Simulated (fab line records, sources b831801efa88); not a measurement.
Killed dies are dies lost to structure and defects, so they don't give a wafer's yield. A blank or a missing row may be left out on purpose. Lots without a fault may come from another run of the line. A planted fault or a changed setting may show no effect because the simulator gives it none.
One fault seen from 2 desks | flow gf180mcu | each desk has only its own numbers; what lay behind them comes last

THE TOOL OWNER'S DESK: implanter-03
The tool's own readings at GF_HV_LDD_IMPLANT_48: means of the sampled wafers that have a number, for each lot that ran on this tool. A lot is out of limits, marked OUT, if its mean lies more than 4 standard deviations from the usual mean; the brackets give that distance.
Columns: A = beam_energy_keV at GF_HV_LDD_IMPLANT_48, usual 24.998; B = beam_on_s at GF_HV_LDD_IMPLANT_48, usual 10.00 s; C = faraday_current_uA at GF_HV_LDD_IMPLANT_48, usual 169
lot  | first seen here | A      | B               | C
L963 | day 14 09:31    | 25.000 | 10.08           | 168
L970 | day 16 16:18    | 25.004 | 8.18 (-9.1) OUT | 207 (+12) OUT
L972 | day 17 09:38    | 25.000 | 8.18 (-9.1) OUT | 208 (+12) OUT
This desk's finding: out of limits on L970, L972; first on L970, day 16 16:18 (beam_on_s at GF_HV_LDD_IMPLANT_48). In limits: L963.

THE METROLOGY DESK
What the gauges read, lot by lot, whatever tool the lot ran on: means of the sampled wafers that have a number. A lot is out of limits, marked OUT, if its mean lies more than 4 standard deviations from the usual mean; the brackets give that distance.
Columns: A = HV_LDD_4_TW at GF_HV_LDD_TW_MEAS_50, usual 563; B = CONTACT_CVD_00_THK at GF_CONTACT_THK_MEAS_01, usual 301 nm; C = CONTACT_BOW at GF_CONTACT_BOW_MEAS_05, usual 67 um
lot  | first seen here | A              | B   | C
L962 | day 13 20:35    | 568            | 300 | 74
L963 | day 14 09:44    | 559            | 297 | 66
L964 | day 14 15:40    | 565            | 300 | 68
L965 | day 14 22:58    | 571            | 300 | 65
L967 | day 15 16:01    | 556            | 304 | 65
L970 | day 16 16:32    | 523 (-6.1) OUT | 303 | 68
L972 | day 17 09:53    | 535 (-4.4) OUT | 299 | 69
L978 | day 19 04:32    | 567            | 295 | 80
L980 | day 19 19:39    | 558            | 298 | 71
L982 | day 20 09:16    | 555            | 302 | 64
L983 | day 20 18:10    | 555            | 305 | 59
L984 | day 21 03:43    | 572            | 300 | 63
L985 | day 21 09:29    | 556            | 303 | 68
This desk's finding: out of limits on L970, L972; first on L970, day 16 16:32 (HV_LDD_4_TW at GF_HV_LDD_TW_MEAS_50). In limits: L962, L963, L964, L965, L967, L978, L980, L982, L983, L984, L985.

PUT TOGETHER
The tool owner's desk could have raised an alarm at day 16 16:18, on L970, L972.
The metrology desk could have raised an alarm at day 16 16:32, on L970, L972.
Of the lots named, all ran GF_HV_LDD_IMPLANT_48 on implanter-03.

WHAT THE SIMULATOR HAD PUT IN
Process parameter drift: implanter-03, from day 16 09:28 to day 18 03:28, at GF_HV_LDD_IMPLANT_48. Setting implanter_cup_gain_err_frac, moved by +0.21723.
Lots struck among those shown: L970, L972.
Hours from the fault's start to each desk's first reading out of limits: the tool owner's desk, 7; the metrology desk, 7.
